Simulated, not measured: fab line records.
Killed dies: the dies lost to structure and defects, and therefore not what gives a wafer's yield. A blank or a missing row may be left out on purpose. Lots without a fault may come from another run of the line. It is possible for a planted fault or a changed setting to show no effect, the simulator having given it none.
What tool caused it? ; flow sky130 ; Sampling: 12 lots, 36 wafers, 5 of 708 route steps

== WHAT THE GAUGES READ, wafer by wafer ==
SKY_VIA3_THK_MEAS_01. Usual: for VIA3_HDPCVD_THK the level is 1572 nm and the standard deviation is 22.
lot;measured;on;VIA3_HDPCVD_THK (nm);flag
L196;day 38 13:00;film-metro-02;1596 1596 1554;
L198;day 39 08:50;film-metro-04;1569 1538 1568;
L199;day 39 23:19;film-metro-01;1601 2110 2090;OFF
L201;day 40 13:55;film-metro-04;2061 2102 1576;OFF
L206;day 41 17:50;film-metro-02;1573 1600 1561;
L210;day 42 21:54;film-metro-01;1558 1571 1556;
L211;day 43 06:41;film-metro-02;1578 1585 1600;
L212;day 43 15:48;film-metro-01;1613 1597 1597;
L214;day 44 08:35;film-metro-01;1557 1557 1549;
L216;day 44 11:38;film-metro-04;1549 1556 1563;
L215;day 44 13:43;film-metro-01;1605 1569 1578;
L217;day 44 17:46;film-metro-04;1569 1585 1606;

SKY_VIA3_OVL_MEAS_13. Usual: for VIA3_OVL the level is 4 nm and the standard deviation is 5.1.
lot;measured;on;VIA3_OVL (nm);flag
L196;day 39 14:31;overlay-01;1 6 2;
L198;day 40 10:19;overlay-01;-1 3 1;
L199;day 41 00:28;overlay-02;3 1 -1;
L201;day 41 14:38;overlay-01;5 5 4;
L206;day 42 18:07;overlay-02;18 9 12;
L210;day 43 21:24;overlay-02;12 8 6;
L211;day 44 06:34;overlay-02;6 4 4;
L212;day 44 15:37;overlay-02;4 3 8;
L214;day 45 06:49;overlay-02;1 1 -1;
L216;day 45 09:31;overlay-02;7 6 3;
L215;day 45 11:10;overlay-02;3 7 2;
L217;day 45 15:41;overlay-02;17 12 6;

== EACH LOT AND THE TOOL THAT RAN IT (in order: tool; ch and the chambers of the sampled wafers; start) ==
lot;SKY_METAL3_SPUTTER_04;SKY_CAPM_SPUTTER_02;SKY_VIA3_HDPCVD_00
L196;pvd-sputter-04, day 36 07:10;pvd-sputter-02, day 36 07:18;hdpcvd-02 ch 0,1,2, day 38 12:50
L198;pvd-sputter-03, day 37 05:01;pvd-sputter-01, day 37 05:09;hdpcvd-01 ch 0,1,2, day 39 08:40
L199;pvd-sputter-03, day 37 19:28;pvd-sputter-02, day 37 19:36;hdpcvd-01 ch 0,2, day 39 23:08
L201;pvd-sputter-04, day 38 10:11;pvd-sputter-01, day 38 10:19;hdpcvd-01 ch 0,1,2, day 40 13:47
L206;pvd-sputter-03, day 39 14:38;pvd-sputter-02, day 39 14:46;hdpcvd-02 ch 0,1,2, day 41 17:43
L210;pvd-sputter-04, day 40 20:37;pvd-sputter-01, day 40 20:45;hdpcvd-02 ch 0,1,2, day 42 21:44
L211;pvd-sputter-01, day 41 05:07;pvd-sputter-02, day 41 05:15;hdpcvd-02 ch 0,2, day 43 06:31
L212;pvd-sputter-04, day 41 15:22;pvd-sputter-03, day 41 15:30;hdpcvd-01 ch 0,2, day 43 15:37
L214;pvd-sputter-01, day 42 09:49;pvd-sputter-03, day 42 10:00;hdpcvd-02 ch 0,1,2, day 44 08:25
L216;pvd-sputter-03, day 42 11:01;pvd-sputter-02, day 42 11:09;hdpcvd-02 ch 0,2, day 44 11:28
L215;pvd-sputter-03, day 42 13:41;pvd-sputter-01, day 42 13:49;hdpcvd-01 ch 0,1, day 44 13:32
L217;pvd-sputter-03, day 42 18:07;pvd-sputter-02, day 42 18:15;hdpcvd-01 ch 0,1,2, day 44 17:36
- SKY_METAL3_SPUTTER_04: material TiN, target thk 70 nm, time 58.3 s.
- SKY_CAPM_SPUTTER_02: material TiN, target thk 200 nm, time 166.7 s.
- SKY_VIA3_HDPCVD_00: deposits SiO2, target thk 1635 nm, time 262 s.

== WHAT THE TOOLS THEMSELVES READ (means of the sampled wafers that have a number; where no wafer has one, the mark that the record gives instead) ==
SKY_METAL3_SPUTTER_04. Usual: throttle-valve-pct at 30.0 %, with a standard deviation of 0.88.
lot;tool;throttle-valve-pct (%);flag
L196;pvd-sputter-04;29.7;
L198;pvd-sputter-03;30.2;
L199;pvd-sputter-03;30.3;
L201;pvd-sputter-04;29.6;
L206;pvd-sputter-03;29.5;
L210;pvd-sputter-04;29.9;
L211;pvd-sputter-01;30.0;
L212;pvd-sputter-04;30.7;
L214;pvd-sputter-01;29.6;
L216;pvd-sputter-03;30.4;
L215;pvd-sputter-03;29.3;
L217;pvd-sputter-03;30.1;

SKY_CAPM_SPUTTER_02. Usual: throttle-valve-pct at 29.5 %, with a standard deviation of 0.85.
lot;tool;throttle-valve-pct (%);flag
L196;pvd-sputter-02;29.7;
L198;pvd-sputter-01;29.7;
L199;pvd-sputter-02;29.4;
L201;pvd-sputter-01;29.7;
L206;pvd-sputter-02;29.2;
L210;pvd-sputter-01;29.4;
L211;pvd-sputter-02;29.5;
L212;pvd-sputter-03;29.3;
L214;pvd-sputter-03;30.3;
L216;pvd-sputter-02;29.2;
L215;pvd-sputter-01;29.5;
L217;pvd-sputter-02;28.5;

SKY_VIA3_HDPCVD_00. Usual: pressure-mtorr at 6.001 mTorr, with a standard deviation of 0.013.
lot;tool;pressure-mtorr (mTorr);flag
L196;hdpcvd-02;6.012;
L198;hdpcvd-01;6.009;
L199;hdpcvd-01;5.998;
L201;hdpcvd-01;5.998;
L206;hdpcvd-02;6.004;
L210;hdpcvd-02;6.011;
L211;hdpcvd-02;6.017;
L212;hdpcvd-01;5.997;
L214;hdpcvd-02;6.002;
L216;hdpcvd-02;6.005;
L215;hdpcvd-01;6.002;
L217;hdpcvd-01;6.003;

== THE ANSWER, worked out from the rows above alone ==
Rule: a lot counts as off when the mean over its wafers that have a number is more than 3 standard deviations away from the usual mean. Also off: a lot with no number at a reading for which 4 or more lots have one. Where the step has rows for the other lots, those lots are counted as sound. After the gauges, taken in route order, come the tools' own readings; for these a lot's mean is taken, as printed above. The first step at which some lot is off is used, and at that step the reading that is off furthest; a lot without a number counts as furthest.
Off: at SKY_VIA3_THK_MEAS_01 (VIA3_HDPCVD_THK), L199, L201.
A tool fits if, at a process step before that reading, it ran every lot that is off, and no sound lot after the first of them. Those tools and the gauges at SKY_VIA3_THK_MEAS_01 are tried in the same way. No candidate that was tried fits.

== WHAT WAS PUT IN BY THE SIMULATOR ==
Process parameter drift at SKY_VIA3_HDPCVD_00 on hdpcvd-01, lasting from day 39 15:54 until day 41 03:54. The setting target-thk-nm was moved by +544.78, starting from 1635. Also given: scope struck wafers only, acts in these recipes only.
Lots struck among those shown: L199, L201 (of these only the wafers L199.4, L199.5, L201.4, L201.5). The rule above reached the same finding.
